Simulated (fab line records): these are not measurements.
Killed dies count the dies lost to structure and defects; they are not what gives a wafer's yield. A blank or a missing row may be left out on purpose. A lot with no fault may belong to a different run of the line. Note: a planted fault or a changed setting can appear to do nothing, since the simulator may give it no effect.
2 desks looking at one fault	flow sky130	every desk sees just its own numbers, and what lay behind them comes last

## THE METROLOGY DESK
Lot by lot, what the gauges showed, no matter which tool ran the lot: averages of those sampled wafers that carry a number. Marked OUT: a lot whose mean sits more than 4 standard deviations from the usual mean, which makes it out of limits; the brackets give that distance.
Columns: A = VT_ADJUST_LVTN_01_OVL at SKY_VT_ADJUST_LVTN_OVL_MEAS_18, usual -0.9 nm; B = cd_nm at SKY_VT_ADJUST_NCORE_CD_MEAS_07, usual 380.5 nm; C = SONOS_TUNNEL_TW at SKY_SONOS_TUNNEL_TW_MEAS_12, usual 197.7
lot	first seen here	A	B	C
L235	day 7 14:52	-0.7	377.4	198.3
L236	day 8 01:06	-0.8	382.1	198.7
L237	day 8 02:21	-1.4	382.7	199.0
L238	day 8 08:36	-2.5	380.3	197.9
L239	day 8 18:40	-1.4	382.1	198.7
L240	day 9 07:15	-0.7	381.3	198.9
L248	day 11 14:52	-0.8	381.0	197.8
L252	day 12 15:58	-0.4	380.6	197.6
L254	day 13 14:39	0.8	380.6	196.1
L256	day 13 20:10	-0.2	378.8	197.9
L258	day 14 12:07	-1.4	378.3	198.2
Result from this desk: across the 11 lots, nothing is out of limits.

## DESK OF THE TOOL OWNER: wet_bench-02
The tool's own readings at SKY_SONOS_ONO_WET_ETCH_16 (etches SiO2 in dHF, target depth 14 nm, time 280 s): means of the sampled wafers that have a number, for each lot that ran on this tool. Marked OUT: a lot whose mean sits more than 4 standard deviations from the usual mean, which makes it out of limits; the brackets give that distance.
Columns: A = run_length_s at SKY_SONOS_ONO_WET_ETCH_16, usual 310 s
lot	first seen here	A
L236	day 13 00:02	313
L240	day 14 12:05	306
L248	day 17 09:59	606 (+70) OUT
L252	day 18 16:59	314
This desk finds L248 out of limits, L248 being first, at day 17 09:59 (run_length_s at SKY_SONOS_ONO_WET_ETCH_16). L236, L240, L252: within limits.

## ALL TOGETHER
At day 17 09:59, on L248, the tool owner's desk was in a position to raise an alarm.
Nothing out of limits was seen by the metrology desk.
The metrology desk holds a record of L248, inside its limits.
Every lot named ran SKY_SONOS_ONO_WET_ETCH_16 on wet_bench-02.

## WHAT HAD BEEN PUT IN BY THE SIMULATOR
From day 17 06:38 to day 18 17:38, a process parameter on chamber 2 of wet_bench-02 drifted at SKY_SONOS_ONO_WET_ETCH_16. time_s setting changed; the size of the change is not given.
Lots struck among those shown: L248.
How many hours passed from the start of the fault until each desk's first out-of-limits reading: the tool owner's desk, 3.
